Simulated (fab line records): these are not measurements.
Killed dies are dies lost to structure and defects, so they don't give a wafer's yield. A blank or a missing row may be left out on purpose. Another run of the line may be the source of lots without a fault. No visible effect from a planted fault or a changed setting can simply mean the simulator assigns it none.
One fault seen from 2 desks / flow gf180mcu / each desk holds nothing but its own numbers, with what lay behind them at the end

== AT THE METROLOGY DESK ==
What the gauges read, lot by lot, whatever tool the lot ran on: means of the sampled wafers that have a number. A lot is out of limits, marked OUT, if its mean lies more than 4 standard deviations from the usual mean; the brackets give that distance.
Columns: A = DNWELL_TW at GF_DNWELL_TW_MEAS_09, usual 1347; B = NWELL_TW at GF_NWELL_TW_MEAS_11, usual 1570; C = MVPSD_RS at GF_VT_IMPLANT_RS_MEAS_49, usual 1169 ohm/sq
lot=L260; first seen here=day 2 18:17; A=1336; B=1576; C=1168
lot=L261; first seen here=day 3 01:02; A=1357; B=1579; C=1170
lot=L262; first seen here=day 3 05:44; A=1367; B=1583; C=1168
lot=L263; first seen here=day 3 09:15; A=1367; B=1554; C=1171
lot=L264; first seen here=day 3 14:56; A=1331; B=1583; C=1167
lot=L265; first seen here=day 4 01:31; A=1363; B=1551; C=1170
lot=L268; first seen here=day 4 16:00; A=1347; B=1558; C=1169
lot=L269; first seen here=day 4 19:39; A=1342; B=1581; C=1170
lot=L275; first seen here=day 6 02:32; A=1328; B=1588; C=1108 (-20) OUT
lot=L277; first seen here=day 6 13:35; A=1336; B=1584; C=1107 (-21) OUT
lot=L280; first seen here=day 7 04:20; A=1342; B=1543; C=1165
lot=L283; first seen here=day 7 20:12; A=1342; B=1558; C=1171
This desk's result: L275, L277 out of limits, first on L275 (MVPSD_RS at GF_VT_IMPLANT_RS_MEAS_49), day 11 06:10. L260, L261, L262, L263, L264, L265, L268, L269, L280, L283 stayed within limits.

== DESK OF THE TOOL OWNER: implanter-02 ==
For each lot that ran on this tool, the mean over its sampled wafers that have a number, from the tool's own readings at GF_MVPSD_IMPLANT_09. A lot is out of limits, marked OUT, if its mean lies more than 4 standard deviations from the usual mean; the brackets give that distance.
Columns: A = doseIonsCm2 at GF_MVPSD_IMPLANT_09, usual 5e+12; B = faradayCurrentUA at GF_MVPSD_IMPLANT_09, usual 28.2
lot=L260; first seen here=day 5 01:20; A=5e+12; B=28.6
lot=L264; first seen here=day 6 01:16; A=5e+12; B=28.4
lot=L268; first seen here=day 7 03:38; A=5e+12; B=28.3
lot=L269; first seen here=day 7 08:32; A=5e+12; B=28.6
lot=L275; first seen here=day 8 11:46; A=7e+12 (+99 or more) OUT; B=36.5 (+16) OUT
lot=L277; first seen here=day 8 20:43; A=7e+12 (+99 or more) OUT; B=36.7 (+16) OUT
This desk's finding: out of limits on L275, L277; first on L275, day 8 11:46 (doseIonsCm2 at GF_MVPSD_IMPLANT_09). L260, L264, L268, L269 stayed within limits.

== BROUGHT TOGETHER ==
At day 8 11:46, on L275, L277, the tool owner's desk was in a position to raise an alarm.
At day 11 06:10 the metrology desk could have sounded an alarm, on L275, L277.
Of the lots named, all ran GF_MVPSD_IMPLANT_09 on implanter-02.

== WHAT THE SIMULATOR HAD INSERTED ==
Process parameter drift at GF_MVPSD_IMPLANT_09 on implanter-02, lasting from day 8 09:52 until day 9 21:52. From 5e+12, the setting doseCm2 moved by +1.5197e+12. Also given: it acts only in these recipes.
Lots struck among those shown: L275, L277.
Delay (hours) between the fault's onset and each desk's first out-of-limits reading: 2 at the tool owner's desk, 68 at the metrology desk.
